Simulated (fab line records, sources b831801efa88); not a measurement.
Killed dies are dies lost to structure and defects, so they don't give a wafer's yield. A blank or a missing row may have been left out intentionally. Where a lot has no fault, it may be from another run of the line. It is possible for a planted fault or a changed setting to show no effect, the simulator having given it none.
What tool caused it? ; flow gf180mcu ; Sampling: 15 lots, 45 wafers, 4 of 602 route steps

## WHAT THE GAUGES SHOWED, per wafer
GF_M2_OVL_MEAS_15. Usual: M2_OVL gives 2 nm (standard deviation 5).
lot;measured;on;M2_OVL (nm);flag
L121;day 20 21:12;overlay-01;2 0 -2;
L122;day 20 22:36;overlay-02;5 -1 4;
L123;day 21 03:10;overlay-02;5 4 4;
L124;day 21 15:28;overlay-01;-2 0 -1;
L125;day 22 05:58;overlay-01;1 2 2;
L126;day 22 07:15;overlay-01;2 0 2;
L127;day 22 15:44;overlay-02;0 -1 -1;
L129;day 23 09:54;overlay-02;4 -5 4;
L131;day 24 06:11;overlay-02;8 5 2;
L133;day 24 16:38;overlay-01;-11 4 6;
L134;day 25 00:50;overlay-02;0 -3 2;
L136;day 25 13:54;overlay-01;5 -1 -5;
L138;day 26 08:16;overlay-02;6 6 9;
L139;day 26 09:11;overlay-02;1 -5 -2;
L141;day 27 00:34;overlay-02;-3 3 2;

## WHAT TOOL EACH LOT RAN ON (gives the tool, then ch and the chambers of the sampled wafers, and finally the start)
lot;GF_M1_SPUTTER_04;GF_M1_METAL_ETCH_16;GF_M2_SPUTTER_00
L121;pvd sputter-04, day 17 17:12;rie metal-04 ch 0,1, day 18 16:52;pvd sputter-04, day 19 20:38
L122;pvd sputter-02, day 17 18:07;rie metal-02 ch 0,1, day 18 18:25;pvd sputter-01, day 19 22:20
L123;pvd sputter-02, day 17 23:52;rie metal-03 ch 0,1, day 18 23:44;pvd sputter-03, day 20 03:08
L124;pvd sputter-03, day 18 12:56;rie metal-02 ch 0,1, day 19 13:24;pvd sputter-03, day 20 15:56
L125;pvd sputter-02, day 19 03:28;rie metal-02 ch 0,1, day 20 03:46;pvd sputter-03, day 21 05:52
L126;pvd sputter-04, day 19 04:26;rie metal-03 ch 0, day 20 05:03;pvd sputter-03, day 21 07:52
L127;pvd sputter-03, day 19 14:26;rie metal-02 ch 0,1, day 20 14:34;pvd sputter-03, day 21 16:31
L129;pvd sputter-04, day 20 08:03;rie metal-04 ch 0, day 21 08:49;pvd sputter-03, day 22 11:24
L131;pvd sputter-04, day 21 04:59;rie metal-04 ch 0,1, day 22 05:04;pvd sputter-01, day 23 07:17
L133;pvd sputter-04, day 21 17:46;rie metal-03 ch 0,1, day 22 16:40;pvd sputter-03, day 23 18:11
L134;pvd sputter-04, day 22 02:11;rie metal-02 ch 0, day 23 01:31;pvd sputter-04, day 24 02:35
L136;pvd sputter-03, day 22 16:46;rie metal-04 ch 0,1, day 23 15:19;pvd sputter-04, day 24 15:53
L138;pvd sputter-04, day 23 13:14;rie metal-02 ch 0,1, day 24 11:22;pvd sputter-04, day 25 11:25
L139;pvd sputter-02, day 23 13:35;rie metal-04 ch 0,1, day 24 12:10;pvd sputter-04, day 25 12:35
L141;pvd sputter-04, day 24 06:14;rie metal-03 ch 0,1, day 25 03:52;pvd sputter-01, day 26 03:31
- GF_M1_SPUTTER_04: material TiN, target thk 50 nm, time 41.7 s.
- GF_M1_METAL_ETCH_16: etches the open film in Cl2/BCl3, stops on SiO2, target depth 627.5 nm, time 104.6 s.
- GF_M2_SPUTTER_00: material Ti, target thk 37.5 nm, time 150 s.

## AS READ BY THE TOOLS THEMSELVES (means over the sampled wafers that have a number; for cases with no such wafer, the mark the record gives instead)
GF_M1_SPUTTER_04. Usual: cathode dc power W 6500.0 W, standard deviation 1.2; chamber pressure pa 0.4000 Pa, standard deviation 0.00084; throttle valve pct 29.9 %, standard deviation 1.
lot;tool;cathode dc power W (W);chamber pressure pa (Pa);throttle valve pct (%);flag
L121;pvd sputter-04;6499.7;0.3997;29.2;
L122;pvd sputter-02;6500.4;0.3999;30.8;
L123;pvd sputter-02;6500.0;0.4004;30.6;
L124;pvd sputter-03;6500.0;0.3994;30.0;
L125;pvd sputter-02;6499.6;0.3989;30.6;
L126;pvd sputter-04;6499.5;0.4009;29.0;
L127;pvd sputter-03;6500.2;0.3996;29.7;
L129;pvd sputter-04;6500.3;0.4009;29.1;
L131;pvd sputter-04;6500.6;0.4003;30.0;
L133;pvd sputter-04;6500.0;0.3995;28.8;
L134;pvd sputter-04;6499.6;0.3994;30.4;
L136;pvd sputter-03;6499.7;0.3994;30.1;
L138;pvd sputter-04;6500.5;0.3997;29.6;
L139;pvd sputter-02;6500.1;0.3993;30.9;
L141;pvd sputter-04;6499.8;0.4005;28.5;

GF_M1_METAL_ETCH_16. Usual: drypump motor current A 5.7 A, standard deviation 0.5; oes product au 0.973 a.u., standard deviation 0.0071; throttle valve pct 28.249 %, standard deviation 0.011.
lot;tool;drypump motor current A (A);oes product au (a.u.);throttle valve pct (%);flag
L121;rie metal-04;6.3;0.968;28.245;
L122;rie metal-02;6.0;0.982;28.236;
L123;rie metal-03;5.1;0.979;28.237;
L124;rie metal-02;6.0;0.982;28.249;
L125;rie metal-02;6.0;0.976;28.251;
L126;rie metal-03;5.0;0.975;28.244;
L127;rie metal-02;6.0;0.968;28.256;
L129;rie metal-04;6.6;0.966;28.256;
L131;rie metal-04;6.2;0.974;28.244;
L133;rie metal-03;5.1;0.973;28.245;
L134;rie metal-02;5.8;0.978;28.248;
L136;rie metal-04;5.9;0.970;28.260;
L138;rie metal-02;5.9;0.967;28.255;
L139;rie metal-04;6.2;0.977;28.248;
L141;rie metal-03;5.1;0.975;28.247;

GF_M2_SPUTTER_00. Usual: cathode dc power W 4000.0 W, standard deviation 0.75; chamber pressure pa 2.000 Pa, standard deviation 0.0038; throttle valve pct 29.8 %, standard deviation 0.89.
lot;tool;cathode dc power W (W);chamber pressure pa (Pa);throttle valve pct (%);flag
L121;pvd sputter-04;4000.5;1.999;29.6;
L122;pvd sputter-01;4000.2;1.998;30.7;
L123;pvd sputter-03;4000.1;2.000;29.4;
L124;pvd sputter-03;3999.1;2.003;29.5;
L125;pvd sputter-03;4000.8;1.999;29.5;
L126;pvd sputter-03;3999.5;2.000;29.6;
L127;pvd sputter-03;4000.1;1.999;30.2;
L129;pvd sputter-03;3999.7;1.997;30.1;
L131;pvd sputter-01;-;-;-;OFF
L133;pvd sputter-03;-;-;-;OFF
L134;pvd sputter-04;-;-;-;OFF
L136;pvd sputter-04;4000.2;1.999;30.5;
L138;pvd sputter-04;3999.7;2.002;29.2;
L139;pvd sputter-04;4000.2;1.998;29.8;
L141;pvd sputter-01;3999.6;1.998;30.2;

## THE ANSWER, worked out from the rows above alone
Rule: a lot counts as off when the mean over its wafers that have a number is more than 3 standard deviations away from the usual mean. Also off: a lot with no number at a reading for which 4 or more lots have one. The other lots that the step has rows for count as sound. First the gauges in route order, then the tools' own readings, where a lot's mean is used as printed above. At the first step where some lot is off, the reading lying furthest off is the one used; lots without a number count as furthest.
Off at GF_M2_SPUTTER_00 (cathode dc power W): L131, L133, L134. Without a number there: L131, L133, L134.
If a tool, at that step or one of the process steps before it, ran each lot that is off and ran no sound lot following the first of them, it fits. Not one of the candidates tried fits.

## WHAT HAD BEEN PUT IN BY THE SIMULATOR
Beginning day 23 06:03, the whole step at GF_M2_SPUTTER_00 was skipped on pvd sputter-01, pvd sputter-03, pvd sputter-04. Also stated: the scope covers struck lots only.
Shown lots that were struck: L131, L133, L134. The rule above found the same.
